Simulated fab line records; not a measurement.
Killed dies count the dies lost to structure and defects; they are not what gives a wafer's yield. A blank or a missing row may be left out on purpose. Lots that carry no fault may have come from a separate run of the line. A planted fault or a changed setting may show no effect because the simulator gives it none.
fab line records	flow sky130
[record] lots = 5	wafers = 15	lastDay = 50
route steps=708 shown VIA3@584 METAL4@598
lots that met no fault: taken from a fault-free run of the same line
startH: start of the lot's first displayed wafer, in hours after the record's first day	waitH: hours elapsed since this lot's preceding step	" repeats the value in the row above	L1.1+2: one row covering several wafers at once	- value missing, or start not given	* or withheld: withheld	< > ~ a bound
route shown NAME@n: NAME is a module with steps in the file, n the number in the route of the first one	usual: average and standard deviation across the fault-free wafers	same: alike in all rows	chamber/n: place in a boat	sites: readings site by site	_std_site: their standard deviation	_edge_site: outer sites' mean less inner sites'	radiusMm: for every site, how far away it sits from the centre of the wafer	mask NAME#n: copy n	behind: the tool/chamber that last shaped the wafer	hold: the reason the lot was held/the length of the hold in hours/how it ended	device: transistor that didn't switch, given as n, p or np	end of line: the route-end tests of the same wafers	for a step that has no rows: nothing shown but its recipe	killed: dies lost to structure and defects at the first sort, not the wafer's yield	map: a wafer's dies, marking killed ones x, the rest . and places with no die _
set.NAME: the run value of the setting; set.NAME@STEP: its run value at that earlier step	model.NAME: the simulator's own value behind a step, which no gauge read
a table for each step, a row for each wafer; lots at some steps of the route
services: the hour from which a tool's chamber was out of use, counted from the record's first day as startH (under 0 if before that day), plus the number of hours and why
[[steps]]
[step SKY_VIA3_DEVELOP_11]
[recipe] developTimeS = 60	resist = KrF-thick	devTempC = 21
lot.wafer	tool	chamber	startH	waitH
L081.3+4+6	lithoTrack-02	0	-	-
L087.1+2+5	lithoTrack-03	0	-	-
L091.3+4+6	lithoTrack-04	0	-	-
L093.2+5+6	lithoTrack-03	0	-	-
L096.2+4+6	lithoTrack-04	0	-	-
[step SKY_VIA3_CD_MEAS_12]
[recipe] targetCdNm = 200
[usual] cdNm = 200.2/1.6
lot.wafer	tool	chamber	startH	waitH	cdNm
L081.3	cdSem-01	-	978.95	-	199.3
L081.4	"	-	"	"	198.5
L081.6	"	-	"	"	200.5
L087.1	cdSem-02	-	1020.21	-	201.4
L087.2	"	-	"	"	201.6
L087.5	"	-	"	"	200.6
L091.3	cdSem-01	-	1040.95	-	202.6
L091.4	"	-	"	"	203.6
L091.6	"	-	"	"	202.4
L093.2	cdSem-02	-	1058.88	-	201.0
L093.5	"	-	"	"	201.2
L093.6	"	-	"	"	201.6
L096.2	cdSem-02	-	1073.93	-	201.1
L096.4	"	-	"	"	200.3
L096.6	"	-	"	"	200.8
[step SKY_VIA3_OVL_MEAS_13]
[usual] VIA3_OVL = 1/5.8
lot.wafer	tool	chamber	startH	waitH	VIA3_OVL[nm]
L081.3	overlay-01	-	979.04	0.1	-5
L081.4	"	-	"	"	8
L081.6	"	-	"	"	-2
L087.1	overlay-02	-	1020.33	0.1	9
L087.2	"	-	"	"	1
L087.5	"	-	"	"	5
L091.3	overlay-01	-	1041.04	0.1	6
L091.4	"	-	"	"	3
L091.6	"	-	"	"	1
L093.2	overlay-01	-	1058.99	0.1	9
L093.5	"	-	"	"	9
L093.6	"	-	"	"	8
L096.2	overlay-01	-	1074.04	0.1	-1
L096.4	"	-	"	"	-1
L096.6	"	-	"	"	3
[step SKY_VIA3_ETCH_14]
[recipe] chemistry = N2/H2	target = BARC	ionEnergyEv = 200	sourceW = 500	biasW = 100	pressureMtorr = 30	n2FlowSccm = 100	h2FlowSccm = 200	stopOn = SiO2	timeS = 45.9	targetDepthA = 600
[usual] chamberPressureMTorr = 29.995/0.027	drypumpMotorCurrentA = 5.8/0.4	oesProductAu = 0.855/0.0047	throttleValvePct = 13.225/0.0083
lot.wafer	tool	chamber	startH	waitH	chamberPressureMTorr	drypumpMotorCurrentA	oesProductAu	rfHoursCounterH	throttleValvePct
L081.3	rieDiel-01	1	979.06	0.0	30.027	5.9	0.858	14	13.236
L081.4	"	3	"	"	29.998	5.3	0.854	23	13.242
L081.6	"	2	"	"	30.019	6.1	0.854	-	13.212
L087.1	rieDiel-03	2	1020.37	0.0	30.001	5.7	0.856	17	13.203
L087.2	"	3	"	"	29.997	5.6	0.858	26	13.214
L087.5	"	0	"	"	29.971	5.1	0.847	-	13.235
L091.3	rieDiel-02	3	1041.07	0.0	30.056	5.7	0.853	11	13.211
L091.4	"	2	"	"	29.982	6.4	0.860	23	13.235
L091.6	"	0	"	"	30.014	5.2	0.858	-	13.228
L093.2	rieDiel-03	0	1059.02	0.0	30.023	5.1	0.854	10	13.247
L093.5	"	2	"	"	30.023	5.7	0.859	-	13.216
L093.6	"	3	"	"	29.947	5.6	0.860	-	13.210
L096.2	rieDiel-02	1	1074.07	0.0	30.008	5.8	0.859	22	13.236
L096.4	"	0	"	"	30.035	5.2	0.858	3	13.229
L096.6	"	3	"	"	29.981	5.7	0.851	-	13.223
[step SKY_VIA3_ETCH_15]
[recipe] target = SiO2	chemistry = C4F8/O2/Ar	targetDepthNm = 507	stopOn = TiN	maskMaterial = KrF-thick	sourceW = 1500	biasW = 1200	pressureMtorr = 40	c4f8FlowSccm = withheld	O2_flow_sccm = 6	Ar_flow_sccm = 300	timeS = 78
[usual] chamberPressureMTorr = 40.00/0.036	oesProductAu = 0.946/0.005
lot.wafer	tool	chamber	startH	waitH	chamberPressureMTorr	oesProductAu	rfHoursCounterH
L081.3	rieDiel-01	1	979.10	0.0	40.02	0.944	14
L081.4	"	3	"	"	40.00	0.945	23
L081.6	"	2	"	"	39.96	0.948	-
L087.1	rieDiel-03	2	1020.41	0.0	40.01	0.954	17
L087.2	"	3	"	"	39.98	0.946	26
L087.5	"	0	"	"	40.04	0.943	-
L091.3	rieDiel-02	3	1041.11	0.0	39.99	0.948	11
L091.4	"	2	"	"	39.98	0.947	23
L091.6	"	0	"	"	39.96	0.946	-
L093.2	rieDiel-03	0	1059.06	0.0	40.03	0.949	10
L093.5	"	2	"	"	40.04	0.941	-
L093.6	"	3	"	"	40.00	0.952	-
L096.2	rieDiel-02	1	1074.11	0.0	40.02	0.950	22
L096.4	"	0	"	"	39.92	0.950	3
L096.6	"	3	"	"	39.97	0.942	-
[step SKY_VIA3_STRIP_16]
[recipe] chemistry = O2/N2	powerW = 1400	pressureMtorr = 1500	platenTempC = withheld	o2FlowSccm = 3000	n2FlowSccm = 300	overashFraction = 0.5
[usual] chamberPressureMTorr = 1499.9/1.3	drypumpMotorCurrentA = 5.6/0.4	oesProductAu = 0.402/0.005	stripTimeToEndpointS = 4.135/0.024
lot.wafer	tool	chamber	startH	waitH	chamberPressureMTorr	drypumpMotorCurrentA	oesProductAu	rfHoursCounterH	stripTimeToEndpointS
L081.3	plasmaAsher-01	1	979.20	0.1	1499.4	6.0	0.406	-	4.152
L081.4	"	0	"	"	1499.7	5.4	0.408	-	4.154
L081.6	"	0	"	"	1499.8	5.4	0.404	-	4.166
L087.1	plasmaAsher-03	0	1020.47	0.0	1499.0	6.1	0.401	118	4.138
L087.2	"	1	"	"	1500.1	5.5	0.409	118	4.135
L087.5	"	1	"	"	1498.0	5.5	0.405	-	4.145
L091.3	plasmaAsher-03	1	1041.20	0.1	1498.9	5.5	0.390	-	4.114
L091.4	"	0	"	"	1498.3	6.1	0.400	-	4.169
L091.6	"	1	"	"	1500.8	5.5	0.406	-	4.161
L093.2	plasmaAsher-01	1	1059.12	0.0	1499.9	6.0	0.401	31	4.107
L093.5	"	0	"	"	1498.0	5.5	0.401	-	4.159
L093.6	"	1	"	"	1499.9	6.0	0.403	-	4.131
L096.2	plasmaAsher-04	0	1074.17	0.0	1498.4	5.2	0.401	96	4.095
L096.4	"	1	"	"	1497.7	4.7	0.406	-	4.133
L096.6	"	0	"	"	1500.6	5.2	0.405	-	4.110
[step SKY_VIA3_STRIP_17]
[recipe] chemistry = postEtchResidueRemover	timeS = 1200	tempC = 72.5
lot.wafer	tool	chamber	startH	waitH
L081.3+4+6	wetBench-02	1	979.26	0.0
L087.1+2+5	wetBench-02	2	1020.63	0.1
L091.3+4+6	wetBench-04	2	1041.27	0.0
L093.2+5+6	wetBench-04	2	1059.22	0.1
L096.2+4+6	wetBench-02	2	1074.27	0.1
[step SKY_VIA3_CLEAN_18]
[recipe] chemistry = IPA	timeS = 180	tempC = 25
lot.wafer	tool	chamber	startH	waitH
L081.3+4+6	wetBench-02	0	979.64	0.0
L087.1+2+5	wetBench-02	3	1020.97	0.0
L091.3+4+6	wetBench-03	0	1041.64	0.0
L093.2+5+6	wetBench-02	0	1059.56	0.0
L096.2+4+6	wetBench-02	2	1074.64	0.0
[step SKY_VIA3_CLEAN_19]
[recipe] chemistry = O3/DIW	dry = n2Spin
lot.wafer	tool	chamber	startH	waitH
L081.3+4+6	wetBench-03	0	979.76	0.0
L087.1+2+5	wetBench-03	1	1021.03	0.0
L091.3+4+6	wetBench-02	3	1041.70	0.0
L093.2+5+6	wetBench-03	3	1059.63	0.0
L096.2+4+6	wetBench-02	3	1074.71	0.0
[step SKY_VIA3_SPUTTER_20]
[recipe] material = TiN	targetThkNm = 20	chamberPressurePa = 5	powerW = 4000	timeS = 80
[usual] throttleValvePct = 30.3/1.1
lot.wafer	tool	chamber	startH	waitH	throttleValvePct
L081.3	pvdSputter-04	-	979.86	0.0	31.3
L081.4	"	-	"	"	30.5
L081.6	"	-	"	"	29.0
L087.1	pvdSputter-02	-	1021.12	0.0	30.2
L087.2	"	-	"	"	31.1
L087.5	"	-	"	"	29.9
L091.3	pvdSputter-04	-	1041.79	0.0	30.6
L091.4	"	-	"	"	30.2
L091.6	"	-	"	"	28.0
L093.2	pvdSputter-01	-	1059.73	0.0	31.8
L093.5	"	-	"	"	31.6
L093.6	"	-	"	"	29.6
L096.2	pvdSputter-04	-	1074.81	0.0	28.8
L096.4	"	-	"	"	30.4
L096.6	"	-	"	"	28.2
[step SKY_VIA3_CVD_21]
[recipe] material = W	targetThkNm = 390	timeS = 117.31	tempC = 400	pressureTorr = 40
[usual] heaterPowerW = 835/43
lot.wafer	tool	chamber	startH	waitH	heaterPowerW
L081.3	cvdW-01	0	979.96	0.1	882
L081.4	"	1	"	"	774
L081.6	"	1	"	"	800
L087.1	cvdW-01	1	1021.18	0.0	797
L087.2	"	0	"	"	887
L087.5	"	0	"	"	910
L091.3	cvdW-01	1	1041.89	0.1	802
L091.4	"	0	"	"	907
L091.6	"	1	"	"	820
L093.2	cvdW-02	1	1059.79	0.0	821
L093.5	"	0	"	"	808
L093.6	"	1	"	"	840
L096.2	cvdW-02	1	1074.87	0.0	822
L096.4	"	1	"	"	812
L096.6	"	1	"	"	839
[step SKY_VIA3_RS_MEAS_22]
[recipe] thkMeasGauge = four-point-probe	reads = W_of_VIA3_CVD_21+TiN_of_VIA3_SPUTTER_20
[usual] VIA3_W_RS = 0.296/0.005
lot.wafer	tool	chamber	startH	waitH	VIA3_W_RS[ohm/sq]
L081.3	filmMetro-01	-	980.08	0.1	0.297
L081.4	"	-	"	"	0.301
L081.6	"	-	"	"	0.302
L087.1	filmMetro-03	-	1021.30	0.1	0.290
L087.2	"	-	"	"	0.296
L087.5	"	-	"	"	0.294
L091.3	filmMetro-02	-	1042.02	0.1	0.287
L091.4	"	-	"	"	0.298
L091.6	"	-	"	"	0.288
L093.2	filmMetro-02	-	1059.94	0.1	0.297
L093.5	"	-	"	"	0.293
L093.6	"	-	"	"	0.297
L096.2	filmMetro-01	-	1075.01	0.1	0.300
L096.4	"	-	"	"	0.301
L096.6	"	-	"	"	0.301
[step SKY_VIA3_THK_MEAS_23]
[recipe] thkMeasGauge = xrf	reads = W_of_VIA3_CVD_21
[usual] VIA3_W_THK = 388/7.6
lot.wafer	tool	chamber	startH	waitH	VIA3_W_THK[nm]
L081.3	filmMetro-01	-	980.18	0.1	393
L081.4	"	-	"	"	384
L081.6	"	-	"	"	385
L087.1	filmMetro-03	-	1021.42	0.1	401
L087.2	"	-	"	"	394
L087.5	"	-	"	"	398
L091.3	filmMetro-02	-	1042.12	0.1	392
L091.4	"	-	"	"	379
L091.6	"	-	"	"	389
L093.2	filmMetro-02	-	1060.05	0.1	381
L093.5	"	-	"	"	390
L093.6	"	-	"	"	380
L096.2	filmMetro-01	-	1075.12	0.1	391
L096.4	"	-	"	"	387
L096.6	"	-	"	"	389
[step SKY_VIA3_CMP_24]
[recipe] stopOn = SiO2	tOverpolishS = 20	downForcePsi = 3.5	platenRpm = 60	targetThkNm = 0	padVelocityMS = 0.94248
[usual] motorCurrentA = 10.9/1.4	overpolishRunS = 19.999/0.008	slurryFlowMlMin = 150.0/0.47	timeToEndpointS = 92/3.7
lot.wafer	tool	chamber	startH	waitH	motorCurrentA	overpolishRunS	slurryFlowMlMin	timeToEndpointS
L081.4	cmp-01	3	980.27	0.1	11.1	20.005	150.0	90
L081.3	"	0	"	"	11.3	19.993	150.7	88
L081.6	"	2	"	"	10.8	20.005	150.6	89
L087.2	cmp-02	2	1021.48	0.0	10.3	19.987	149.7	97
L087.1	"	3	"	"	10.3	20.009	149.6	95
L087.5	"	3	"	"	9.4	19.999	149.9	94
L091.4	cmp-01	2	1042.21	0.1	11.1	19.988	150.1	90
L091.3	"	0	"	"	10.6	19.996	150.3	94
L091.6	"	1	"	"	9.2	19.988	149.8	95
L093.2	cmp-02	1	1060.25	0.2	13.8	19.980	151.0	94
L093.6	"	2	"	"	10.4	20.004	150.5	92
L093.5	"	3	"	"	10.2	20.004	149.7	91
L096.4	cmp-01	2	1075.60	0.4	11.0	20.007	149.7	87
L096.2	"	0	"	"	11.1	20.020	150.6	84
L096.6	"	2	"	"	11.5	19.985	149.6	88
[step SKY_METAL4_SPUTTER_00]
[recipe] material = Ti	targetThkNm = 15	powerW = 3000	timeS = 10	chamberPressurePa = 0.4
[usual] throttleValvePct = 30.1/0.98
lot.wafer	tool	chamber	startH	waitH	throttleValvePct
L081.3	pvdSputter-03	-	980.52	0.1	30.2
L081.4	"	-	"	"	31.2
L081.6	"	-	"	"	29.7
L087.1	pvdSputter-01	-	1021.78	0.2	31.5
L087.2	"	-	"	"	30.6
L087.5	"	-	"	"	31.8
L091.3	pvdSputter-04	-	1042.46	0.1	30.2
L091.4	"	-	"	"	31.3
L091.6	"	-	"	"	30.5
L093.2	pvdSputter-03	-	1060.40	0.1	31.5
L093.5	"	-	"	"	30.1
L093.6	"	-	"	"	29.5
L096.2	pvdSputter-03	-	1075.85	0.1	29.7
L096.4	"	-	"	"	31.3
L096.6	"	-	"	"	29.7
[step SKY_METAL4_SPUTTER_01]
[recipe] material = TiN	targetThkNm = 20	powerW = 6500	timeS = 16.7	chamberPressurePa = 0.4
[usual] throttleValvePct = 30.1/0.99
lot.wafer	tool	chamber	startH	waitH	throttleValvePct
L081.3	pvdSputter-03	-	980.54	0.0	29.9
L081.4	"	-	"	"	31.1
L081.6	"	-	"	"	29.7
L087.1	pvdSputter-01	-	1021.80	0.0	31.4
L087.2	"	-	"	"	30.1
L087.5	"	-	"	"	31.7
L091.3	pvdSputter-04	-	1042.48	0.0	30.5
L091.4	"	-	"	"	31.2
L091.6	"	-	"	"	30.6
L093.2	pvdSputter-03	-	1060.42	0.0	31.3
L093.5	"	-	"	"	30.0
L093.6	"	-	"	"	29.6
L096.2	pvdSputter-03	-	1075.87	0.0	29.8
L096.4	"	-	"	"	31.4
L096.6	"	-	"	"	30.0
[step SKY_METAL4_SPUTTER_02]
[recipe] material = AlCu	targetThkNm = 735	powerW = 10600	timeS = 39.1	chamberPressurePa = 0.4
[usual] throttleValvePct = 30.1/0.96
lot.wafer	tool	chamber	startH	waitH	throttleValvePct
L081.3	pvdSputter-03	-	980.57	0.0	30.0
L081.4	"	-	"	"	31.5
L081.6	"	-	"	"	29.7
L087.1	pvdSputter-01	-	1021.83	0.0	31.7
L087.2	"	-	"	"	30.2
L087.5	"	-	"	"	31.8
L091.3	pvdSputter-04	-	1042.50	0.0	30.3
L091.4	"	-	"	"	31.2
L091.6	"	-	"	"	30.2
L093.2	pvdSputter-03	-	1060.45	0.0	31.2
L093.5	"	-	"	"	30.0
L093.6	"	-	"	"	29.1
L096.2	pvdSputter-03	-	1075.90	0.0	30.0
L096.4	"	-	"	"	31.2
L096.6	"	-	"	"	30.0
[step SKY_METAL4_SPUTTER_03]
[recipe] material = Ti	targetThkNm = 5	powerW = 3000	timeS = 3.3	chamberPressurePa = 0.4
[usual] throttleValvePct = 30.1/0.99
lot.wafer	tool	chamber	startH	waitH	throttleValvePct
L081.3	pvdSputter-03	-	980.61	0.0	29.9
L081.4	"	-	"	"	31.3
L081.6	"	-	"	"	29.8
L087.1	pvdSputter-01	-	1021.87	0.0	31.9
L087.2	"	-	"	"	30.6
L087.5	"	-	"	"	31.7
L091.3	pvdSputter-04	-	1042.54	0.0	30.3
L091.4	"	-	"	"	31.6
L091.6	"	-	"	"	30.5
L093.2	pvdSputter-03	-	1060.48	0.0	31.4
L093.5	"	-	"	"	29.8
L093.6	"	-	"	"	29.6
L096.2	pvdSputter-03	-	1075.93	0.0	29.9
L096.4	"	-	"	"	31.4
L096.6	"	-	"	"	29.9
[[services]]
tool	chamber	startH	hours	kind
cmp-01	-	962.90	0.2	repair
rieDiel-02	3	963.04	4.5	repair
wetBench-03	-	977.72	1.7	repair
cmp-01	-	985.25	2.0	repair
cmp-02	-	988.66	7.7	pm
pvdSputter-04	-	991.57	2.5	repair
rieDiel-01	0	993.26	65.1	repair
cmp-01	-	1000.42	2.7	repair
wetBench-04	-	1008.75	1.9	pm
rieDiel-01	3	1014.69	4.4	repair
cvdW-02	-	1014.91	0.6	repair
plasmaAsher-03	-	1015.61	2.8	pm
pvdSputter-04	0	1026.27	-	consumableReplace:kit
pvdSputter-04	0	1026.27	18.0	scheduledDown
plasmaAsher-01	-	1041.87	2.8	pm
rieDiel-03	-	1043.62	2.8	pm
plasmaAsher-03	-	1053.02	14.6	pm
rieDiel-01	-	1061.25	0.3	repair
cmp-01	-	1064.12	0.5	repair
plasmaAsher-03	-	1067.62	9.0	pm
pvdSputter-03	0	1068.17	-	consumableReplace:kit
pvdSputter-03	0	1068.17	18.0	scheduledDown
pvdSputter-03	0	1068.17	18.0	ventCycle
cmp-02	-	1073.41	4.1	repair
[[key]]
fault none
